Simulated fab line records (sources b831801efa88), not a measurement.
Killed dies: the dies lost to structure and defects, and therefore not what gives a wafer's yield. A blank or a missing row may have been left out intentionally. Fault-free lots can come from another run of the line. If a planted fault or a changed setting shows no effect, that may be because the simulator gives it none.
fab line records -- flow sky130
record: lots: 15, wafers: 45, last-day: 50
route steps=708 shown LDD_LDN@293
lots that met no fault: taken from a fault-free run of the same line
start-h: the number of hours between the record's first day and the start of the first shown wafer of the lot -- wait-h: time in hours since the lot's previous step -- " identical to the entry in the row above -- L1.1+2: a row that stands for several wafers -- - no value present, or no start provided -- * or withheld: withheld -- < > ~ a bound
route shown NAME@n: a module of which the file shows steps, and the number in the route of the first -- usual: mean and standard deviation over wafers with no fault -- same: alike in all rows -- chamber/n: place in a boat -- sites: each site's reading -- _std_site: how widely they spread, as a standard deviation -- _edge_site: outer sites' mean less inner sites' -- radius-mm: for every site, how far away it sits from the centre of the wafer -- mask NAME#n: copy n -- behind: tool/chamber where the wafer was last shaped -- hold: why the lot was held/for how many hours/how that ended -- device: the n, p or np transistor that did not switch -- end of line: at the end of the route, the tests of the same wafers -- where a step has no rows: the recipe by itself -- killed: not the wafer's yield, but the dies lost to structure and defects at the first sort -- map: dies across one wafer; x = killed, . = not, _ = none there
set.NAME: setting as actually run; set.NAME@STEP: the setting as run at that earlier step -- model.NAME: the simulator's own value behind a step, which no gauge read
one table for each step of the route and one row for each wafer, over a sample of lots
services: when a tool's chamber went out of use (start-h, in hours from the record's first day, below 0 if earlier), for how many hours, and the reason
== steps ==
step: SKY_LDD_LDN_EXPOSE_04
recipe: mask-id: LDNTM, na: 0.6, source-shape: conventional, sigma-outer: 0.6, polarization: unpolarized, target-cd-nm: 700, dose-mj: 140
usual: exposure-dose-mJ-cm2: 140.00/0.14, focus-offset-nm: -0.1/0.53, na: 0.6/0
lot.wafer,tool,chamber,start-h,wait-h,mask,exposure-dose-mJ-cm2,focus-offset-nm,na
L229.3,iline-stepper-02,0,512.43,-,LDNTM#0,140.28,0.8,0.6
L229.5,iline-stepper-02,0,512.43,-,LDNTM#0,139.95,0.8,0.6
L229.6,iline-stepper-02,0,512.43,-,LDNTM#0,139.89,0.0,0.6
L231.1,iline-stepper-02,0,547.51,-,LDNTM#0,139.77,-0.2,0.6
L231.2,iline-stepper-02,0,547.51,-,LDNTM#0,139.79,-0.8,0.6
L231.5,iline-stepper-02,0,547.51,-,LDNTM#0,139.88,0.3,0.6
L234.2,iline-stepper-01,0,564.38,-,LDNTM#0,140.22,-0.3,0.6
L234.5,iline-stepper-01,0,564.38,-,LDNTM#0,140.27,-0.3,0.6
L234.6,iline-stepper-01,0,564.38,-,LDNTM#0,140.17,-0.1,0.6
L235.2,iline-stepper-02,0,573.49,-,LDNTM#0,139.81,0.6,0.6
L235.3,iline-stepper-02,0,573.49,-,LDNTM#0,139.83,0.3,0.6
L235.5,iline-stepper-02,0,573.49,-,LDNTM#0,139.85,0.3,0.6
L237.4,iline-stepper-02,0,584.66,-,LDNTM#0,139.89,0.2,0.6
L237.5,iline-stepper-02,0,584.66,-,LDNTM#0,139.83,-0.2,0.6
L237.6,iline-stepper-02,0,584.66,-,LDNTM#0,139.84,-0.1,0.6
L238.2,iline-stepper-02,0,599.42,-,LDNTM#0,140.14,-0.5,0.6
L238.3,iline-stepper-02,0,599.42,-,LDNTM#0,140.15,-0.5,0.6
L238.6,iline-stepper-02,0,599.42,-,LDNTM#0,140.26,-1.2,0.6
L239.1,iline-stepper-01,0,611.72,-,LDNTM#0,140.05,-0.5,0.6
L239.3,iline-stepper-01,0,611.72,-,LDNTM#0,139.97,0.3,0.6
L239.6,iline-stepper-01,0,611.72,-,LDNTM#0,140.08,0.7,0.6
L240.3,iline-stepper-01,0,642.03,-,LDNTM#0,139.96,-0.4,0.6
L240.4,iline-stepper-01,0,642.03,-,LDNTM#0,139.88,-0.3,0.6
L240.5,iline-stepper-01,0,642.03,-,LDNTM#0,140.06,-0.7,0.6
L242.1,iline-stepper-02,-,642.35,-,LDNTM#0,-,-,-
L242.2,iline-stepper-02,-,642.35,-,LDNTM#0,-,-,-
L242.3,iline-stepper-02,-,642.35,-,LDNTM#0,-,-,-
L243.1,iline-stepper-02,-,643.60,-,LDNTM#0,-,-,-
L243.3,iline-stepper-02,-,643.60,-,LDNTM#0,-,-,-
L243.4,iline-stepper-02,-,643.60,-,LDNTM#0,-,-,-
L245.1,iline-stepper-01,-,649.92,-,LDNTM#0,-,-,-
L245.3,iline-stepper-01,-,649.92,-,LDNTM#0,-,-,-
L245.5,iline-stepper-01,-,649.92,-,LDNTM#0,-,-,-
L244.2,iline-stepper-01,0,654.52,-,LDNTM#0,140.03,-0.8,0.6
L244.5,iline-stepper-01,0,654.52,-,LDNTM#0,139.97,-0.2,0.6
L244.6,iline-stepper-01,0,654.52,-,LDNTM#0,140.05,-0.8,0.6
L250.1,iline-stepper-02,0,687.45,-,LDNTM#0,139.94,1.2,0.6
L250.4,iline-stepper-02,0,687.45,-,LDNTM#0,139.94,0.3,0.6
L250.6,iline-stepper-02,0,687.45,-,LDNTM#0,140.14,0.3,0.6
L251.2,iline-stepper-02,0,697.42,-,LDNTM#0,140.15,0.0,0.6
L251.4,iline-stepper-02,0,697.42,-,LDNTM#0,140.14,-0.4,0.6
L251.5,iline-stepper-02,0,697.42,-,LDNTM#0,139.96,-0.4,0.6
L252.4,iline-stepper-02,0,705.51,-,LDNTM#0,139.93,-0.1,0.6
L252.5,iline-stepper-02,0,705.51,-,LDNTM#0,139.84,1.0,0.6
L252.6,iline-stepper-02,0,705.51,-,LDNTM#0,140.00,0.5,0.6
== services ==
tool,chamber,start-h,hours,kind
iline-stepper-01,-,493.36,16.3,repair
iline-stepper-01,-,542.27,1.7,pm
iline-stepper-01,0,578.60,-,calibration
iline-stepper-02,0,633.98,-,calibration
iline-stepper-02,-,682.37,4.4,pm
iline-stepper-02,-,690.39,1.7,pm
iline-stepper-01,-,699.40,5.4,repair
== key ==
first-sign: step: SKY_LDD_LDN_EXPOSE_04, reading: tool-record, direction: missing
effect none on later readings
met-at SKY_LDD_LDN_EXPOSE_04
struck-lots L242,L243,L245
sort-left-out L242.1,L242.2,L242.3,L243.1,L243.3,L243.4,L245.1,L245.3,L245.5
tester-left-out L242,L243,L245
onset-between 642.03 642.35
fault: kind: skipped-step-whole, tool: iline-stepper-01,iline-stepper-02, chamber: -, onset-h: 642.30, steps: SKY_LDD_LDN_EXPOSE_04, scope: struck-lots-only
tester-left-out: of these lots the tester's yield and bins aren't shown, on N5 and GAA mostly nor the transistor test; their killed dies are dies lost to structure and defects alone, not to doping, threshold or leakage, so they don't give the yield
sort-left-out: the simulated sort isn't trusted on such a fault, so these wafers' sort isn't shown, and their yield isn't known
